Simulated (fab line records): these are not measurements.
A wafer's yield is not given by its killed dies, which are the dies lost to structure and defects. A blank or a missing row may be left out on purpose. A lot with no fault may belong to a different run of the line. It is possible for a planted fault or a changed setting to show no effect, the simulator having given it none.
Which tool did it?    flow sky130    Sampling: 11 lots, 31 wafers, 2 of 708 route steps

## WHAT THE GAUGES READ, wafer by wafer
SKY_DNWELL_TW_MEAS_09. Usual: DNWELL_TW gives 1107 (standard deviation 10).
lot   measured     on             DNWELL_TW       flag
L331  day 3 03:43  film-metro-04  1091 1095 1089  
L332  day 3 10:02  film-metro-02  1110 1109 1107  
L334  day 3 21:42  film-metro-02  1099 1103 1100  
L338  day 4 20:02  film-metro-02  1100 1105 1101  
L340  day 5 04:47  film-metro-02  1094 1099       
L341  day 5 10:35  film-metro-03  1112 1121       
L346  day 6 15:56  film-metro-02  1099 1099 1099  
L347  day 6 22:03  film-metro-02  1107 1105 1111  
L350  day 7 10:13  film-metro-02  1097 1102 1103  
L352  day 8 04:50  film-metro-04  1088 1096 1096  
L353  day 8 12:05  film-metro-03  1116 1118 1112  

## EACH LOT AND THE TOOL THAT RAN IT (in order: tool; ch and the chambers of the sampled wafers; start)
lot   SKY_FIELD_ISO_STRIP_16
L331  plasma-asher-02 ch 0,1, day 2 04:06
L332  plasma-asher-02 ch 0,1, day 2 12:05
L334  plasma-asher-04 ch 0,1, day 2 21:04
L338  plasma-asher-02 ch 0,1, day 3 16:44
L340  plasma-asher-02 ch 0, day 4 02:52
L341  plasma-asher-02 ch 0, day 4 09:14
L346  plasma-asher-02 ch 0,1, day 5 10:41
L347  plasma-asher-02 ch 0,1, day 5 16:10
L350  plasma-asher-04 ch 0,1, day 6 08:08
L352  plasma-asher-03 ch 0,1, day 6 19:14
L353  plasma-asher-02 ch 0,1, day 7 01:02
- SKY_FIELD_ISO_STRIP_16: strips in O2/N2.

## WHAT THE TOOLS THEMSELVES READ (means of the sampled wafers that have a number; where no wafer has one, the mark that the record gives instead)
SKY_FIELD_ISO_STRIP_16. Usual: drypump-motor-current-A 5.49 A, standard deviation 0.19; n2-flow-sccm 300.1 sccm, standard deviation 0.81; oes-product-au 0.377 a.u., standard deviation 0.0048; strip-time-to-endpoint-s 3.55 s, standard deviation 0.032.
lot   tool             drypump-motor-current-A (A)  n2-flow-sccm (sccm)  oes-product-au (a.u.)  strip-time-to-endpoint-s (s)  flag
L331  plasma-asher-02  5.46                         300.5                0.380                  3.54                          
L332  plasma-asher-02  5.56                         300.2                0.384                  3.59                          
L334  plasma-asher-04  5.47                         300.7                0.375                  3.55                          
L338  plasma-asher-02  5.46                         299.4                0.373                  3.50                          
L340  plasma-asher-02  5.36                         298.4                0.372                  3.55                          
L341  plasma-asher-02  5.31                         299.6                0.384                  3.54                          
L346  plasma-asher-02  5.57                         299.7                0.382                  3.54                          
L347  plasma-asher-02  5.57                         300.5                0.372                  3.56                          
L350  plasma-asher-04  5.42                         300.1                0.375                  3.53                          
L352  plasma-asher-03  5.64                         300.8                0.377                  3.55                          
L353  plasma-asher-02  5.58                         300.3                0.373                  3.57                          

## THE ANSWER, worked out from the rows above alone
Rule: a lot counts as off when the mean over its wafers that have a number is more than 3 standard deviations away from the usual mean. Also off: a lot with no number at a reading for which 4 or more lots have one. Any other lot the step has rows for is counted as sound. First the gauges in route order, then the tools' own readings, where a lot's mean is used as printed above. The first step at which some lot is off is used, and at that step the reading that is off furthest; a lot without a number counts as furthest.
Nothing can be told from this: no lot is off at any reading shown.

## WHAT THE SIMULATOR HAD PUT IN
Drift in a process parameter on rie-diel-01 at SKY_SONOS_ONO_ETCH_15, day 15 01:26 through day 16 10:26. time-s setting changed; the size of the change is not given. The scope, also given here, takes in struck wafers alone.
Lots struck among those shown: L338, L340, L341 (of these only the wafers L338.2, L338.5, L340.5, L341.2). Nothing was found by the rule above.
